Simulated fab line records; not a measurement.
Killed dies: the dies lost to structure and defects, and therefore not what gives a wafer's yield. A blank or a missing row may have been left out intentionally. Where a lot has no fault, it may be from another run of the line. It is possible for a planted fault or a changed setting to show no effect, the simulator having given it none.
Struck lot and sound lot, side by side / flow sky130 / 15 steps out of a route of 708
Sound: wafers L371.3, L371.4, L371.6. Struck: wafer L369.2 (left out: L369.1, L369.5 of the same lot, which were not struck); the cause appears at the end.
Per side, at each step with rows, come the tool, then ch with its chambers, and then its first start. Under that, the readings that differ: sound wafers / struck wafers / difference of the means / sigmas: that difference in standard deviations of wafers without a fault.
alike: readings whose means differ by less than 2 such deviations, and words and numbers that are the same on both sides. not compared: withheld readings, readings that some wafer has no value for, bounds like >300 that may hide the same value, and numbers for which the record gives no deviation and whose values overlap.
Wherever a step has rows on one side only, a row that says differs or no value, or a row with sigmas, the two part there. Non-overlapping numbers with no deviation appear without sigmas and do not part them. A reading that every wafer of one side lacks parts them only if that side has two wafers or more.

SKY_VIA4_STRIP_13: strips in O2/N2.
  sound on plasma asher-02 ch 0,1, day 48 05:47; struck on plasma asher-01 ch 1, day 47 19:49
reading=rf hours counter h (h); sound=- - -; struck=69; difference=no value on the sound wafers; sigmas=
reading=strip time to endpoint s (s); sound=12.791 12.772 12.773; struck=12.839; difference=+0.060; sigmas=+2
  alike: drypump motor current A, n2 flow sccm, oes product au
then, 3 steps without rows for these wafers: SKY_VIA4_STRIP_14 (strips in post etch residue remover, time 1200 s); SKY_VIA4_CLEAN_15 (cleans in IPA, time 180 s); SKY_VIA4_CLEAN_16 (cleans in O3/DIW).
SKY_VIA4_SPUTTER_17: material TiN, target thk 20 nm, time 80 s.
  sound on pvd sputter-03, day 48 06:20; struck on pvd sputter-04, day 47 20:24
  alike: cathode dc power W, throttle valve pct
SKY_VIA4_CVD_18: deposits W, target thk 505 nm, time 152.14 s.
  sound on cvd w-01 ch 0,1, day 48 06:27; struck on cvd w-01 ch 0, day 47 20:28
  alike: heater power w
SKY_VIA4_RS_MEAS_19: uses a four-point probe to measure.
  sound on film metro-01, day 48 06:36; struck on film metro-02, day 47 20:37
  alike: VIA4_W_RS
SKY_VIA4_THK_MEAS_20: measures by xrf.
  sound on film metro-01, day 48 06:42; struck on film metro-02, day 47 20:44
  alike: VIA4_W_THK
then, 3 steps without rows for these wafers: SKY_VIA4_CMP_21 (polishes, stops on SiO2, t overpolish 25 s, target thk 0 nm); SKY_METAL5_SPUTTER_00 (material Ti, target thk 15 nm, time 10 s); SKY_METAL5_SPUTTER_01 (material TiN, target thk 20 nm, time 16.7 s).
SKY_METAL5_SPUTTER_02: material AlCu, target thk 1150 nm, time 61.2 s.
  sound on pvd sputter-01, day 48 07:07; struck on pvd sputter-02, day 47 21:08
  alike: cathode dc power W, throttle valve pct
SKY_METAL5_SPUTTER_03: material Ti, target thk 5 nm, time 3.3 s.
  sound on pvd sputter-01, day 48 07:10; struck on pvd sputter-02, day 47 21:11
reading=model.Ti_of_METAL5_SPUTTER_03.thk nm (nm); sound=5.034 5.011 4.85; struck=2.26; difference=-2.71; sigmas=
  alike: cathode dc power W, throttle valve pct
SKY_METAL5_SPUTTER_04: material TiN, target thk 70 nm, time 58.3 s.
  sound on pvd sputter-01, day 48 07:11; struck on pvd sputter-02, day 47 21:13
  alike: cathode dc power W, throttle valve pct
-- the record jumps here: 2 days lie between the struck wafers' starts before and after (it left off in module METAL5 and takes up again in module PAD_OPEN, whose first step shown is number 708 of the route) --
SKY_PAD_OPEN_PROBE_99:
  sound on prober-02, day 50 12:55; struck on prober-02, day 50 05:26
reading=sort_bin_3_pad_short (%); sound=1.4 1.4 1.4; struck=0.4; difference=-1.0; sigmas=-2
  alike: defect limited yield, killed_at_M0_to_M3, killed_at_M4_up, killed at contacts, killed at front end, killed at other, killed dies, killed open, killed short, sort_bin_5_function, sort_bin_6_memory, sort n pass, sort yield pct

## WHERE THEY PART
First at SKY_VIA4_STRIP_13; last, within this record, at SKY_PAD_OPEN_PROBE_99.

WHY: what had been put in by the simulator
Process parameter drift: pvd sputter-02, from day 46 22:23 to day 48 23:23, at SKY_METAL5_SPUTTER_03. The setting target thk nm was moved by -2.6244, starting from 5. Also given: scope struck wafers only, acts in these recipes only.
